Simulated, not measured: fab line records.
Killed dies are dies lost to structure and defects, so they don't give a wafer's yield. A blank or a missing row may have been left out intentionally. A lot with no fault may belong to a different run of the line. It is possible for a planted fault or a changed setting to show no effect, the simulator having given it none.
Split-lot trial :: flow gf180mcu :: 23 wafers read across 5 lots, on a route 602 steps long

THE SPLIT ITSELF
At GF_PASSIVATION_STRIP_12 (strips in O2/N2), the setting pressure_mtorr was moved away from the recipe's 1500 mTorr on 20 of the 23 wafers read, by -11.0% to +14.4%. The other wafers ran this setting at the recipe's value.

The reading comes from the split's own step.

THE READING
oes_product_au, in a.u., at GF_PASSIVATION_STRIP_12 (strips in O2/N2). On this fab line, fault-free wafers typically give 0.720 a.u. with a standard deviation of 0.0044 a.u.

wafer: L076.1
tool, chamber at the split: plasma_asher-01, 0
pressure_mtorr as run, mTorr: 1500
against the recipe: recipe
oes_product_au, a.u.: 0.717
against lot-mates on the recipe: -

wafer: L076.5
tool, chamber at the split: plasma_asher-01, 0
pressure_mtorr as run, mTorr: 1500
against the recipe: recipe
oes_product_au, a.u.: 0.715
against lot-mates on the recipe: -

wafer: L076.6
tool, chamber at the split: plasma_asher-01, 1
pressure_mtorr as run, mTorr: 1500
against the recipe: recipe
oes_product_au, a.u.: 0.725
against lot-mates on the recipe: -

wafer: L078.1
tool, chamber at the split: plasma_asher-02, 0
pressure_mtorr as run, mTorr: 1335
against the recipe: -11.0%
oes_product_au, a.u.: 0.705
against lot-mates on the recipe: no lot-mate on the recipe

wafer: L078.2
tool, chamber at the split: plasma_asher-02, 1
pressure_mtorr as run, mTorr: 1335
against the recipe: -11.0%
oes_product_au, a.u.: 0.705
against lot-mates on the recipe: no lot-mate on the recipe

wafer: L078.4
tool, chamber at the split: plasma_asher-02, 0
pressure_mtorr as run, mTorr: 1335
against the recipe: -11.0%
oes_product_au, a.u.: 0.705
against lot-mates on the recipe: no lot-mate on the recipe

wafer: L078.5
tool, chamber at the split: plasma_asher-02, 1
pressure_mtorr as run, mTorr: 1335
against the recipe: -11.0%
oes_product_au, a.u.: 0.704
against lot-mates on the recipe: no lot-mate on the recipe

wafer: L078.6
tool, chamber at the split: plasma_asher-02, 0
pressure_mtorr as run, mTorr: 1335
against the recipe: -11.0%
oes_product_au, a.u.: 0.709
against lot-mates on the recipe: no lot-mate on the recipe

wafer: L082.1
tool, chamber at the split: plasma_asher-04, 0
pressure_mtorr as run, mTorr: 1716
against the recipe: +14.4%
oes_product_au, a.u.: 0.732
against lot-mates on the recipe: no lot-mate on the recipe

wafer: L082.2
tool, chamber at the split: plasma_asher-04, 1
pressure_mtorr as run, mTorr: 1716
against the recipe: +14.4%
oes_product_au, a.u.: 0.733
against lot-mates on the recipe: no lot-mate on the recipe

wafer: L082.3
tool, chamber at the split: plasma_asher-04, 1
pressure_mtorr as run, mTorr: 1716
against the recipe: +14.4%
oes_product_au, a.u.: 0.736
against lot-mates on the recipe: no lot-mate on the recipe

wafer: L082.4
tool, chamber at the split: plasma_asher-04, 0
pressure_mtorr as run, mTorr: 1716
against the recipe: +14.4%
oes_product_au, a.u.: 0.732
against lot-mates on the recipe: no lot-mate on the recipe

wafer: L082.5
tool, chamber at the split: plasma_asher-04, 1
pressure_mtorr as run, mTorr: 1716
against the recipe: +14.4%
oes_product_au, a.u.: 0.737
against lot-mates on the recipe: no lot-mate on the recipe

wafer: L083.2
tool, chamber at the split: plasma_asher-04, 1
pressure_mtorr as run, mTorr: 1657
against the recipe: +10.5%
oes_product_au, a.u.: 0.721
against lot-mates on the recipe: no lot-mate on the recipe

wafer: L083.3
tool, chamber at the split: plasma_asher-04, 0
pressure_mtorr as run, mTorr: 1657
against the recipe: +10.5%
oes_product_au, a.u.: 0.736
against lot-mates on the recipe: no lot-mate on the recipe

wafer: L083.4
tool, chamber at the split: plasma_asher-04, 1
pressure_mtorr as run, mTorr: 1657
against the recipe: +10.5%
oes_product_au, a.u.: 0.732
against lot-mates on the recipe: no lot-mate on the recipe

wafer: L083.5
tool, chamber at the split: plasma_asher-04, 1
pressure_mtorr as run, mTorr: 1657
against the recipe: +10.5%
oes_product_au, a.u.: 0.726
against lot-mates on the recipe: no lot-mate on the recipe

wafer: L083.6
tool, chamber at the split: plasma_asher-04, 0
pressure_mtorr as run, mTorr: 1657
against the recipe: +10.5%
oes_product_au, a.u.: 0.728
against lot-mates on the recipe: no lot-mate on the recipe

wafer: L084.2
tool, chamber at the split: plasma_asher-04, 0
pressure_mtorr as run, mTorr: 1677
against the recipe: +11.8%
oes_product_au, a.u.: 0.736
against lot-mates on the recipe: no lot-mate on the recipe

wafer: L084.3
tool, chamber at the split: plasma_asher-04, 1
pressure_mtorr as run, mTorr: 1677
against the recipe: +11.8%
oes_product_au, a.u.: 0.734
against lot-mates on the recipe: no lot-mate on the recipe

wafer: L084.4
tool, chamber at the split: plasma_asher-04, 0
pressure_mtorr as run, mTorr: 1677
against the recipe: +11.8%
oes_product_au, a.u.: 0.735
against lot-mates on the recipe: no lot-mate on the recipe

wafer: L084.5
tool, chamber at the split: plasma_asher-04, 1
pressure_mtorr as run, mTorr: 1677
against the recipe: +11.8%
oes_product_au, a.u.: 0.732
against lot-mates on the recipe: no lot-mate on the recipe

wafer: L084.6
tool, chamber at the split: plasma_asher-04, 0
pressure_mtorr as run, mTorr: 1677
against the recipe: +11.8%
oes_product_au, a.u.: 0.732
against lot-mates on the recipe: no lot-mate on the recipe

FIT RESULTS
A straight line over all 23 wafers: oes_product_au changes by +0.00114 a.u. for each +1% of pressure_mtorr; r = +0.95; the points scatter about the line by 0.0036 a.u.
Too few moved wafers with a lot-mate on the recipe to fit a line net of each lot's own level.
Tool readings at the split's step, against how far the setting was moved: oes_product_au r = +0.95; strip_time_to_endpoint_s r = -0.61.

FILE'S OWN FIT
oes_product_au changes by +0.00114 a.u. for each +1% of pressure_mtorr, r = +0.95.
